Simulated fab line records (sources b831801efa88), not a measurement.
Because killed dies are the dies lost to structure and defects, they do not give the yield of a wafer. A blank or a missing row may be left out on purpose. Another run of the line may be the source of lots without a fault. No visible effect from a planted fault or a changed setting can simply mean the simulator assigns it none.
Split-lot study	flow sky130	23 wafers read across 5 lots, on a route 708 steps long

## SPLIT DETAILS
At SKY_METAL3_EXPOSE_10 (exposes mask MM3, target cd 300 nm), the setting doseMj was moved away from the recipe's 28 on 8 of the 23 wafers read, by -2.5% to +3.9%. For the rest of the wafers, this setting stayed at what the recipe calls for.

## FROM THE SPLIT TO THE READING: what the file shows between them, 2 steps
- SKY_METAL3_PEB_11
- SKY_METAL3_DEVELOP_12: develop time 58.63 s

## THE READING
Shown in nm: cdNm at SKY_METAL3_CD_MEAS_13, with target cd 300 nm. Typical for fault-free wafers on this fab line: 300.2 nm, with standard deviation 1.3 nm.

wafer	tool, chamber at the split	doseMj as run	against the recipe	cdNm, nm	against lot-mates on the recipe
L075.1	krfScanner-02, 0	28	recipe	298.9	-
L075.2	krfScanner-02, 0	28	recipe	301.4	-
L075.3	krfScanner-02, 0	27.31	-2.5%	304.6	+4.3
L075.4	krfScanner-02, 0	27.31	-2.5%	304.6	+4.3
L075.6	krfScanner-02, 0	28	recipe	300.6	-
L078.1	krfScanner-01, 0	28	recipe	302.0	-
L078.3	krfScanner-01, 0	29.09	+3.9%	294.8	-6.9
L078.4	krfScanner-01, 0	28	recipe	301.5	-
L078.5	krfScanner-01, 0	29.09	+3.9%	294.8	-6.9
L078.6	krfScanner-01, 0	29.09	+3.9%	294.8	-6.9
L079.1	krfScanner-01, 0	28	recipe	296.9	-
L079.2	krfScanner-01, 0	28	recipe	295.9	-
L079.3	krfScanner-01, 0	29.09	+3.9%	291.7	-4.7
L079.4	krfScanner-01, 0	29.09	+3.9%	292.2	-4.2
L079.5	krfScanner-01, 0	29.09	+3.9%	290.3	-6.1
L080.1	krfScanner-02, 0	28	recipe	302.3	-
L080.4	krfScanner-02, 0	28	recipe	301.4	-
L080.5	krfScanner-02, 0	28	recipe	300.1	-
L081.1	krfScanner-01, 0	28	recipe	301.1	-
L081.2	krfScanner-01, 0	28	recipe	300.7	-
L081.4	krfScanner-01, 0	28	recipe	299.7	-
L081.5	krfScanner-01, 0	28	recipe	299.8	-
L081.6	krfScanner-01, 0	28	recipe	301.5	-

FIT RESULTS
A straight line over all 23 wafers: cdNm changes by -1.82 nm for each +1% of doseMj; r = -0.90; the points scatter about the line by 1.8 nm.
The same after taking each lot's own level away (the mean of its wafers on the recipe; 23 wafers): -1.57 nm for each +1%; r = -0.96; scatter 0.9 nm.
According to that fit, moving doseMj by its largest amount changes the reading by 6.1 nm.
The span of the lots' own levels, 296.40 to 301.75 nm, comes to 4.1 times the standard deviation stated above.
So the lot-to-lot level changes the slope: the two fits differ.
Check: for one of the wafers moved furthest among these (+3.9%), held out of the fit, the line's prediction against its lot-mates is -5.89 nm. It came out at -6.95 nm against them.

## OTHER SPLITS ON THESE WAFERS
Other splits were also applied to these wafers ahead of the reading. Each is held against what the fit with the lots' levels taken away leaves over:
other split on the same wafers	wafers away from the commonest value	r with cdNm (lot level and that fit taken away)
SKY_VIA2_HDPCVD_00 timeS	9	-0.24
SKY_VIA2_SPUTTER_20 powerW	8	-0.09

## THE WHOLE CHAIN: every reading that the file lists as answering this split, in the file's order
step	what it does	reading	change (the file's fit)	r (the file's)
SKY_METAL3_DEVELOP_12	develop time 58.63 s	METAL3.cdNm (the simulator's own value, which no gauge read)	-1.6 nm for each +1% of the setting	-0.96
SKY_METAL3_CD_MEAS_13	target cd 300 nm	cdNm	-1.57 nm for each +1% of the setting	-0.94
SKY_METAL3_DESCUM_15	chemistry O2, time 8 s	METAL3.cdNm (the simulator's own value, which no gauge read)	-1.51 nm for each +1% of the setting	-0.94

## THE FILE'S OWN FIT
cdNm changes by -1.57 nm for each +1% of doseMj, r = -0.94.
